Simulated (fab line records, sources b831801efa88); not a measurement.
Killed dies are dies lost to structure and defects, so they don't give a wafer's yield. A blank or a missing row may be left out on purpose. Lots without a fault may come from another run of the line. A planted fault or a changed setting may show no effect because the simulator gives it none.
fab line records | flow sky130
record lots=5 wafers=15 last_day=50
route steps=708 shown CONTACT@424 METAL1@434 PAD_OPEN@708
lots that met no fault: from a run of the same line without faults
start_h: hours from the record's first day to the start of the lot's first wafer shown | wait_h: hours since the lot's step before | " the same as in the row above | L1.1+2: a row that stands for several wafers | - no value, or no start given | * or withheld: withheld | < > ~ a bound
route shown NAME@n: a module of which the file shows steps, and the number in the route of the first | usual: mean/standard deviation of fault-free wafers | same: alike in all rows | chamber/n: place in a boat | sites: the reading at each site | _std_site: their standard deviation | _edge_site: outer sites' mean less inner sites' | radius_mm: how far each site lies from the wafer's centre | mask NAME#n: copy n | behind: the tool/chamber that last shaped the wafer | hold: why the lot was held/for how many hours/how that ended | device: the transistor (n, p or np) that didn't switch | end of line: the same wafers' tests at the end of the route | a step without rows: its recipe alone | killed: dies lost to structure and defects at the first sort, not the wafer's yield | map: a wafer's dies, x killed, . not, _ none there
set.NAME: the setting as run; set.NAME@STEP: as run at that earlier step | model.NAME: the simulator's own value behind a step, which no gauge read
lots at some steps of the route; a table a step, a row a wafer
services: from which hour (start_h, from the record's first day; less than 0 if before it) a tool's chamber was out of use, for how many hours, and why
## steps
# step SKY_CONTACT_ETCH_18
# recipe target=Si3N4 chemistry=CHF3/O2 stop_on=TiN source_w=600 bias_w=200 pressure_mtorr=40 chf3_flow_sccm=50 O2_flow_sccm=5 time_s=39 target_depth_a=750
# usual O2_flow_sccm=4.999/0.014 drypump_motor_current_A=5.9/0.44 oes_product_au=0.853/0.0089 throttle_valve_pct=8.792/0.009
# columns lot.wafer tool chamber start_h wait_h O2_flow_sccm drypump_motor_current_A oes_product_au rf_hours_counter_h throttle_valve_pct
L196.2 rie_diel-03 1 - - 4.987 5.7 0.856 9 8.784
L196.5 " 1 " " 4.990 5.7 0.869 - 8.787
L196.6 " 2 " " 5.002 6.1 0.855 - 8.800
L202.1 rie_diel-01 1 - - 5.008 5.4 0.855 14 8.794
L202.4 " 2 " " 5.002 6.3 0.857 13 8.801
L202.5 " 2 " " 5.018 6.3 0.862 - 8.807
L201.3 rie_diel-03 1 - - 5.003 5.7 0.851 10 8.784
L201.5 " 0 " " 4.974 6.1 0.867 - 8.808
L201.6 " 3 " " 5.028 6.2 0.858 - 8.799
L205.3 rie_diel-01 1 - - 5.018 5.4 0.859 15 8.807
L205.5 " 0 " " 4.978 5.6 0.860 - 8.785
L205.6 " 1 " " 4.991 5.4 0.878 - 8.796
L209.1 rie_diel-01 1 - - 5.019 5.4 0.829 16 8.785
L209.2 " 3 " " 4.982 6.5 0.846 8 8.791
L209.4 " 2 " " 5.032 6.3 0.863 14 8.780
# step SKY_CONTACT_STRIP_19
# recipe chemistry=O2/N2 power_w=1400 pressure_mtorr=1500 platen_temp_c=withheld o2_flow_sccm=3000 n2_flow_sccm=300 overash_fraction=0.5
# step SKY_CONTACT_STRIP_20
# recipe chemistry=post_etch_residue_remover time_s=1200 temp_c=72.5
# step SKY_CONTACT_CLEAN_21
# recipe chemistry=IPA time_s=180 temp_c=25
# step SKY_CONTACT_CLEAN_22
# recipe chemistry=O3/DIW dry=n2_spin
# step SKY_CONTACT_SPUTTER_23
# recipe material=TiN target_thk_nm=20 chamber_pressure_pa=5 power_w=4000 time_s=80
# step SKY_CONTACT_CVD_24
# recipe material=W target_thk_nm=340 time_s=102.12 temp_c=400 pressure_torr=40
# usual heater_power_w=961/62
# columns lot.wafer tool chamber start_h wait_h heater_power_w
L196.2 cvd_w-02 0 789.80 0.0 1001
L196.5 " 1 " " 1017
L196.6 " 0 " " 1027
L202.1 cvd_w-02 0 840.08 0.0 999
L202.4 " 1 " " 1027
L202.5 " 1 " " 1015
L201.3 cvd_w-02 1 840.71 0.1 1049
L201.5 " 0 " " 1029
L201.6 " 1 " " 1012
L205.3 cvd_w-01 0 859.31 0.1 962
L205.5 " 0 " " 962
L205.6 " 1 " " 874
L209.1 cvd_w-02 1 888.39 0.0 1054
L209.2 " 0 " " 1015
L209.4 " 0 " " 1018
# step SKY_CONTACT_RS_MEAS_25
# recipe thk_meas_gauge=four-point-probe reads=W_of_CONTACT_CVD_24+TiN_of_CONTACT_SPUTTER_23
# usual CONTACT_W_RS=0.337/0.0047
# columns lot.wafer tool chamber start_h wait_h CONTACT_W_RS[ohm/sq]
L196.2 film_metro-02 - 789.93 0.1 0.337
L196.5 " - " " 0.333
L196.6 " - " " 0.336
L202.1 film_metro-02 - 840.19 0.1 0.332
L202.4 " - " " 0.329
L202.5 " - " " 0.331
L201.3 film_metro-01 - 840.83 0.1 0.336
L201.5 " - " " 0.334
L201.6 " - " " 0.335
L205.3 film_metro-03 - 859.42 0.1 0.341
L205.5 " - " " 0.338
L205.6 " - " " 0.331
L209.1 film_metro-03 - 888.50 0.1 0.342
L209.2 " - " " 0.337
L209.4 " - " " 0.337
# step SKY_CONTACT_THK_MEAS_26
# recipe thk_meas_gauge=xrf reads=W_of_CONTACT_CVD_24
# usual CONTACT_W_THK=345/6.2
# columns lot.wafer tool chamber start_h wait_h CONTACT_W_THK[nm]
L196.2 film_metro-02 - 790.04 0.1 338
L196.5 " - " " 342
L196.6 " - " " 340
L202.1 film_metro-02 - 840.31 0.1 346
L202.4 " - " " 352
L202.5 " - " " 350
L201.3 film_metro-01 - 840.93 0.1 343
L201.5 " - " " 343
L201.6 " - " " 345
L205.3 film_metro-03 - 859.52 0.1 340
L205.5 " - " " 347
L205.6 " - " " 353
L209.1 film_metro-03 - 888.62 0.1 346
L209.2 " - " " 352
L209.4 " - " " 352
# step SKY_CONTACT_CMP_27
# recipe stop_on=SiO2 t_overpolish_s=15 down_force_psi=3.5 platen_rpm=60 target_thk_nm=0 pad_velocity_m_s=0.94248
# step SKY_METAL1_SPUTTER_00
# recipe material=Ti target_thk_nm=15 power_w=3000 time_s=10 chamber_pressure_pa=0.4
# usual throttle_valve_pct=30.3/0.72
# columns lot.wafer tool chamber start_h wait_h throttle_valve_pct
L196.2 pvd_sputter-03 - 790.39 0.1 30.3
L196.5 " - " " 30.4
L196.6 " - " " 30.1
L202.1 pvd_sputter-04 - 840.67 0.2 30.3
L202.4 " - " " 28.9
L202.5 " - " " 31.7
L201.3 pvd_sputter-03 - 841.42 0.2 30.8
L201.5 " - " " 30.2
L201.6 " - " " 30.4
L205.3 pvd_sputter-01 - 859.86 0.1 31.4
L205.5 " - " " 29.4
L205.6 " - " " 30.4
L209.1 pvd_sputter-01 - 888.98 0.2 31.3
L209.2 " - " " 30.4
L209.4 " - " " 30.4
# step SKY_METAL1_SPUTTER_01
# recipe material=TiN target_thk_nm=20 power_w=6500 time_s=16.7 chamber_pressure_pa=0.4
# usual throttle_valve_pct=30.2/0.71
# columns lot.wafer tool chamber start_h wait_h throttle_valve_pct
L196.2 pvd_sputter-03 - 790.41 0.0 30.4
L196.5 " - " " 30.3
L196.6 " - " " 30.0
L202.1 pvd_sputter-04 - 840.69 0.0 30.4
L202.4 " - " " 28.7
L202.5 " - " " 31.5
L201.3 pvd_sputter-03 - 841.44 0.0 30.6
L201.5 " - " " 30.3
L201.6 " - " " 30.1
L205.3 pvd_sputter-01 - 859.88 0.0 31.4
L205.5 " - " " 29.2
L205.6 " - " " 30.6
L209.1 pvd_sputter-01 - 889.00 0.0 31.4
L209.2 " - " " 30.2
L209.4 " - " " 30.2
# step SKY_METAL1_SPUTTER_02
# recipe material=AlCu target_thk_nm=250 power_w=10600 time_s=13.3 chamber_pressure_pa=0.4
# usual throttle_valve_pct=30.3/0.71
# columns lot.wafer tool chamber start_h wait_h throttle_valve_pct model.AlCu_of_METAL1_SPUTTER_02.thk_nm
L196.2 pvd_sputter-03 - 790.44 0.0 30.4 249.7
L196.5 " - " " 30.1 249.4
L196.6 " - " " 30.0 246.4
L202.1 pvd_sputter-04 - 840.72 0.0 30.1 247.3
L202.4 " - " " 28.6 252.4
L202.5 " - " " 31.4 248.7
L201.3 pvd_sputter-03 - 841.47 0.0 30.8 252.3
L201.5 " - " " 30.2 243.9
L201.6 " - " " 30.1 248.1
L205.3 pvd_sputter-01 - 859.91 0.0 31.3 252.6
L205.5 " - " " 29.2 245.8
L205.6 " - " " 30.3 249.2
L209.1 pvd_sputter-01 - 889.03 0.0 31.1 249.7
L209.2 " - " " 30.6 248.4
L209.4 " - " " 30.2 225.1
# step SKY_METAL1_SPUTTER_03
# recipe material=Ti target_thk_nm=5 power_w=3000 time_s=3.3 chamber_pressure_pa=0.4
# step SKY_METAL1_SPUTTER_04
# recipe material=TiN target_thk_nm=70 power_w=6500 time_s=58.3 chamber_pressure_pa=0.4
# usual throttle_valve_pct=30.3/0.72
# columns lot.wafer tool chamber start_h wait_h throttle_valve_pct
L196.2 pvd_sputter-03 - 790.48 0.0 30.4
L196.5 " - " " 30.3
L196.6 " - " " 30.5
L202.1 pvd_sputter-04 - 840.76 0.0 30.5
L202.4 " - " " 28.7
L202.5 " - " " 31.5
L201.3 pvd_sputter-03 - 841.51 0.0 30.8
L201.5 " - " " 30.2
L201.6 " - " " 30.2
L205.3 pvd_sputter-01 - 859.95 0.0 31.3
L205.5 " - " " 29.2
L205.6 " - " " 30.6
L209.1 pvd_sputter-01 - 889.07 0.0 31.6
L209.2 " - " " 30.5
L209.4 " - " " 30.6
# step SKY_METAL1_RS_MEAS_05
# recipe thk_meas_gauge=four-point-probe reads=TiN_of_METAL1_SPUTTER_04+Ti_of_METAL1_SPUTTER_03+AlCu_of_METAL1_SPUTTER_02+TiN_of_METAL1_SPUTTER_01+Ti_of_METAL1_SPUTTER_00
# usual METAL1_ALCU_RS=0.1273/0.0018
# columns lot.wafer tool chamber start_h wait_h hold METAL1_ALCU_RS[ohm/sq]
L196.2 film_metro-02 - 790.55 0.0 - 0.1272
L196.5 " - " " - 0.1273
L196.6 " - " " - 0.1287
L202.1 film_metro-04 - 840.81 0.0 - 0.1281
L202.4 " - " " - 0.1256
L202.5 " - " " - 0.1274
L201.3 film_metro-03 - 841.60 0.1 - 0.1254
L201.5 " - " " - 0.1300
L201.6 " - " " - 0.1280
L205.3 film_metro-04 - 860.04 0.1 - 0.1251
L205.5 " - " " - 0.1292
L205.6 " - " " - 0.1275
L209.1 film_metro-03 - 889.12 0.0 await_dispo/0.2h/release 0.1269
L209.2 " - " " await_dispo/0.2h/release 0.1279
L209.4 " - " " await_dispo/0.2h/release 0.1415
L209.1 film_metro-03 - 889.41 0.3 - 0.1272
L209.2 " - " " - 0.1277
L209.4 " - " " - 0.1415
# step SKY_METAL1_THK_MEAS_06
# recipe thk_meas_gauge=xrf reads=AlCu_of_METAL1_SPUTTER_02
# usual METAL1_ALCU_THK=249/3.6
# columns lot.wafer tool chamber start_h wait_h hold METAL1_ALCU_THK[nm]
L196.2 film_metro-02 - 790.66 0.1 - 248
L196.5 " - " " - 249
L196.6 " - " " - 246
L202.1 film_metro-04 - 840.93 0.1 - 247
L202.4 " - " " - 254
L202.5 " - " " - 249
L201.3 film_metro-03 - 841.70 0.1 - 251
L201.5 " - " " - 242
L201.6 " - " " - 248
L205.3 film_metro-04 - 860.14 0.1 - 253
L205.5 " - " " - 247
L205.6 " - " " - 250
L209.1 film_metro-03 - 895.08 5.7 await_dispo/0.2h/release 247
L209.2 " - " " await_dispo/0.2h/release 246
L209.4 " - " " await_dispo/0.2h/release 223
L209.1 film_metro-03 - 899.96 4.9 - 247
L209.2 " - " " - 247
L209.4 " - " " - 225
# step SKY_PAD_OPEN_PROBE_99
# usual defect_limited_yield=82.8/1.8 killed_at_M0_to_M3=42/5.8 killed_at_M4_up=3.0/2 killed_at_contacts=24/5.5 killed_at_front_end=15/3.9 killed_at_other=0.3/0.54 killed_dies=85/8.8 killed_open=47/6.8 killed_short=38/5.9 sort_bin_3_pad_short=0.9/0.41 sort_bin_5_function=10.1/1.4 sort_bin_6_memory=6.2/1.2 sort_n_pass=407/8.8 sort_yield_pct=82.8/1.8
# same gross_dies=492 killed_at_back_side=0 sort_bin_4_leakage[%]=0 sort_bin_8_speed[%]=0
# columns lot.wafer tool chamber start_h wait_h defect_limited_yield[%] killed_at_M0_to_M3 killed_at_M4_up killed_at_contacts killed_at_front_end killed_at_other killed_dies killed_open killed_short sort_bin_3_pad_short[%] sort_bin_5_function[%] sort_bin_6_memory[%] sort_n_pass sort_yield_pct[%] model.etest.met1.line_ohm_um model.etest.met1.rs_ohm_sq
L196.2 prober-01 - 1122.99 0.1 84.6 34 8 25 9 0 76 33 43 0.6 8.9 5.9 416 84.6 0.942 0.1287
L196.5 prober-01 - 1123.14 0.2 83.5 29 2 31 19 0 81 47 34 0.2 9.6 6.7 411 83.5 0.9211 0.1282
L196.6 prober-01 - 1123.19 0.2 82.3 43 7 23 14 0 87 42 45 0.6 9.8 7.3 405 82.3 0.921 0.1311
L202.1 prober-02 - 1154.28 0.1 78.7 56 5 32 12 0 105 52 53 0.2 14.2 6.9 387 78.7 0.9341 0.1303
L202.4 prober-02 - 1154.43 0.2 86.2 31 6 19 12 0 68 36 32 0.6 7.3 5.9 424 86.2 0.9082 0.1268
L202.5 prober-02 - 1154.48 0.2 79.9 53 5 28 13 0 99 53 46 1.4 12.6 6.1 393 79.9 0.9082 0.1289
L201.3 prober-01 - 1155.27 0.2 83.7 43 4 21 12 0 80 51 29 1.0 8.1 7.1 412 83.7 0.8873 0.1292
L201.5 prober-01 - 1155.37 0.2 84.3 43 2 18 14 0 77 49 28 1.0 9.8 4.9 415 84.3 0.8898 0.1314
L201.6 prober-01 - 1155.42 0.2 81.1 50 2 29 12 0 93 54 39 1.6 11.4 5.9 399 81.1 0.8673 0.1285
L205.3 prober-02 - 1165.07 0.2 84.6 44 6 15 11 0 76 42 34 0.6 10.2 4.7 416 84.6 0.8774 0.128
L205.5 prober-02 - 1165.17 0.2 82.1 37 3 33 14 1 88 46 42 1.8 10.0 6.1 404 82.1 0.8936 0.1302
L205.6 prober-02 - 1165.22 0.2 83.1 44 3 20 16 0 83 42 41 1.4 9.8 5.7 409 83.1 0.9123 0.1292
L209.1 prober-02 - 1191.46 0.1 82.7 43 4 24 13 1 85 43 42 1.2 9.6 6.5 407 82.7 0.9413 0.1272
L209.2 prober-02 - 1191.51 0.1 81.3 46 3 23 20 0 92 48 44 0.6 10.6 7.5 400 81.3 0.8887 0.1288
L209.4 prober-02 - 1191.61 0.2 83.9 39 3 19 17 1 79 49 30 0 10.8 5.3 413 83.9 1.013 0.1428
# killed by level:class
L196.2 CONTACT:geometric_particle:open=7 CONTACT:geometric_particle:short=7 METAL1:geometric_particle:short=6 METAL4:geometric_particle:short=6 FIELD_ISO:geometric_particle:open=5 LI_CONTACT:geometric_particle:open=4 LOCAL_INTERCONNECT:geometric_particle:short=4 METAL2:geometric_particle:short=4
L196.5 LI_CONTACT:geometric_particle:open=12 CONTACT:geometric_particle:open=10 VIA3:geometric_particle:open=9 FIELD_ISO:geometric_particle:open=7 METAL2:geometric_particle:short=7 POLY_GATE:geometric_particle:open=4 CONTACT:geometric_particle:short=4 FIELD_ISO:geometric_particle:short=3
L196.6 VIA1:geometric_particle:open=9 VIA2:geometric_particle:open=8 CONTACT:geometric_particle:open=6 LI_CONTACT:geometric_particle:open=6 METAL1:geometric_particle:short=6 METAL2:geometric_particle:short=6 VIA2:geometric_particle:short=5 METAL4:geometric_particle:short=5
L202.1 CONTACT:geometric_particle:open=13 VIA2:geometric_particle:open=11 LI_CONTACT:geometric_particle:open=9 VIA1:geometric_particle:open=9 METAL2:geometric_particle:short=9 METAL1:geometric_particle:short=6 FIELD_ISO:geometric_particle:open=5 LI_CONTACT:geometric_particle:short=5
L202.4 CONTACT:geometric_particle:open=9 METAL1:geometric_particle:short=6 VIA1:geometric_particle:open=6 VIA2:geometric_particle:open=6 VIA3:geometric_particle:open=6 METAL4:geometric_particle:short=6 POLY_GATE:geometric_particle:short=5 LI_CONTACT:geometric_particle:short=4
L202.5 CONTACT:geometric_particle:open=15 METAL2:geometric_particle:short=10 VIA2:geometric_particle:open=9 VIA3:geometric_particle:open=8 METAL1:geometric_particle:short=7 VIA1:geometric_particle:open=7 METAL3:geometric_particle:short=5 CONTACT:geometric_particle:short=4
L201.3 VIA1:geometric_particle:open=11 CONTACT:geometric_particle:open=9 VIA2:geometric_particle:open=8 VIA3:geometric_particle:open=6 FIELD_ISO:geometric_particle:open=5 LI_CONTACT:geometric_particle:open=5 CONTACT:geometric_particle:short=4 VIA1:geometric_particle:short=4
L201.5 VIA1:geometric_particle:open=12 CONTACT:geometric_particle:open=10 VIA2:geometric_particle:open=8 VIA3:geometric_particle:open=7 FIELD_ISO:geometric_particle:short=5 METAL2:geometric_particle:short=4 SPACER:geometric_particle:open=3 VIA1:geometric_particle:short=3
L201.6 VIA3:geometric_particle:open=11 VIA2:geometric_particle:open=10 CONTACT:geometric_particle:open=10 LI_CONTACT:geometric_particle:open=9 VIA1:geometric_particle:open=9 METAL1:geometric_particle:short=8 CONTACT:geometric_particle:short=5 METAL2:geometric_particle:short=4
L205.3 VIA1:geometric_particle:open=13 METAL2:geometric_particle:short=8 VIA3:geometric_particle:open=7 LI_CONTACT:geometric_particle:open=6 CONTACT:geometric_particle:open=5 METAL3:geometric_particle:short=5 METAL1:geometric_particle:short=3 SPACER:geometric_particle:short=3
L205.5 CONTACT:geometric_particle:open=11 VIA1:geometric_particle:open=11 LI_CONTACT:geometric_particle:open=8 LI_CONTACT:geometric_particle:short=6 VIA1:geometric_particle:short=6 LOCAL_INTERCONNECT:geometric_particle:short=5 METAL2:geometric_particle:short=4 FIELD_ISO:geometric_particle:short=3
L205.6 CONTACT:geometric_particle:open=12 METAL2:geometric_particle:short=8 VIA3:geometric_particle:open=7 VIA2:geometric_particle:open=6 FIELD_ISO:geometric_particle:open=5 VIA1:geometric_particle:open=5 VIA3:geometric_particle:short=5 METAL1:geometric_particle:short=5
L209.1 VIA2:geometric_particle:open=9 LI_CONTACT:geometric_particle:open=8 VIA1:geometric_particle:open=8 VIA3:geometric_particle:open=7 LOCAL_INTERCONNECT:geometric_particle:short=6 METAL1:geometric_particle:short=6 FIELD_ISO:geometric_particle:short=5 FIELD_ISO:geometric_particle:open=5
L209.2 CONTACT:geometric_particle:open=9 VIA1:geometric_particle:open=8 METAL1:geometric_particle:short=7 VIA2:geometric_particle:open=7 CONTACT:geometric_particle:short=6 VIA3:geometric_particle:open=6 VIA1:geometric_particle:short=5 FIELD_ISO:geometric_particle:open=4
L209.4 CONTACT:geometric_particle:open=8 VIA2:geometric_particle:open=8 VIA1:geometric_particle:open=8 VIA3:geometric_particle:open=8 VIA2:geometric_particle:short=6 FIELD_ISO:geometric_particle:open=5 FIELD_ISO:geometric_particle:short=4 POLY_GATE:geometric_particle:open=4
## services
# columns tool chamber start_h hours kind
pvd_sputter-04 - 766.16 1.9 repair
cvd_w-01 0 774.22 6.4 repair
rie_diel-03 3 820.35 5.8 repair
rie_diel-03 0 825.54 1.5 repair
pvd_sputter-04 - 826.58 7.5 repair
pvd_sputter-01 0 839.57 - consumable_replace:kit
pvd_sputter-01 0 839.57 18.0 scheduled_down
pvd_sputter-01 0 839.57 18.0 vent_cycle
rie_diel-03 - 849.75 0.2 repair
pvd_sputter-04 1 865.39 - consumable_replace:kit
pvd_sputter-04 1 865.39 18.0 scheduled_down
pvd_sputter-04 1 865.39 18.0 vent_cycle
rie_diel-03 - 870.70 8.8 repair
## key
first_sign step=SKY_METAL1_RS_MEAS_05 reading=visit direction=added
effect step=SKY_METAL1_RS_MEAS_05 reading=METAL1_ALCU_RS direction=up sigmas=8 usual=0.1273 struck=0.1415
effect step=SKY_METAL1_THK_MEAS_06 reading=visit direction=added
effect step=SKY_METAL1_THK_MEAS_06 reading=METAL1_ALCU_THK direction=down sigmas=7.2 usual=249 struck=223
model_effect step=SKY_METAL1_SPUTTER_02 value=AlCu_of_METAL1_SPUTTER_02.thk_nm without=251.9 struck=225.1
model_effect step=SKY_PAD_OPEN_PROBE_99 value=etest.met1.line_ohm_um without=0.902 struck=1.013
met_at SKY_METAL1_SPUTTER_02
struck_wafers L209.4
fault kind=process_parameter_drift tool=pvd_sputter-01 chamber=- onset_h=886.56 steps=SKY_METAL1_SPUTTER_02 channel=time_s offset=* shape=step end_h=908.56 acts_in=* stated=* scope=struck_wafers_only
